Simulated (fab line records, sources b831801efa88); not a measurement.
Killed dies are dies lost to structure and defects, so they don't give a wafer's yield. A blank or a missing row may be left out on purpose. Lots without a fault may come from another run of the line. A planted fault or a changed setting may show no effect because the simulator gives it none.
Which tool did it? | flow gf180mcu | 14 lots, 42 wafers sampled, at 1 step of a route of 602

WHAT THE GAUGES READ, wafer by wafer
GF_M1_CD_MEAS_14: target cd 230 nm. Usual: cd_nm 230.0 nm, standard deviation 1.3.
lot  | measured     | on        | cd_nm (nm)        | flag
L625 | day 16 20:16 | cd_sem-01 | 229.4 227.8 229.4 |
L626 | day 17 13:53 | cd_sem-01 | 230.0 229.3 228.5 |
L629 | day 18 18:58 | cd_sem-02 | 232.4 231.9 232.0 |
L631 | day 19 19:23 | cd_sem-02 | 230.7 230.3 231.8 |
L633 | day 20 04:06 | cd_sem-01 | 231.9 232.8 231.2 |
L634 | day 20 10:23 | cd_sem-01 | 229.5 227.5 229.2 |
L638 | day 21 21:03 | cd_sem-01 | 229.4 232.1 229.7 |
L640 | day 22 13:56 | cd_sem-01 | 229.9 230.3 230.6 |
L641 | day 22 23:33 | cd_sem-02 | 229.8 231.0 230.5 |
L642 | day 23 05:02 | cd_sem-02 | 229.6 229.6 228.4 |
L645 | day 24 07:41 | cd_sem-02 | 230.9 230.8 231.0 |
L646 | day 24 13:43 | cd_sem-02 | 230.9 229.8 229.1 |
L647 | day 24 19:05 | cd_sem-02 | 227.8 229.5 230.6 |
L648 | day 25 06:34 | cd_sem-01 | 229.6 229.4 229.0 |

WHICH TOOL RAN EACH LOT (tool, then ch and the chambers of the sampled wafers, then the start)
The record holds no process step before these readings.

WHAT THE TOOLS THEMSELVES READ (means of the sampled wafers that have a number; where no wafer has one, the mark that the record gives instead)
The record holds no such reading with a usual standard deviation.

THE ANSWER, worked out from the rows above alone
Rule: a lot is off if the mean of its wafers that have a number lies more than 3 standard deviations from the usual mean. A lot without any number at a reading at which 4 lots or more have one is off too. The other lots that the step has rows for count as sound. The gauges are gone through in route order, then the tools' own readings, and for those a lot's mean is taken as printed above. The first step at which some lot is off is used, and at that step the reading that is off furthest; a lot without a number counts as furthest.
No lot is off at any reading shown: from this, nothing can be told.

WHAT THE SIMULATOR HAD PUT IN
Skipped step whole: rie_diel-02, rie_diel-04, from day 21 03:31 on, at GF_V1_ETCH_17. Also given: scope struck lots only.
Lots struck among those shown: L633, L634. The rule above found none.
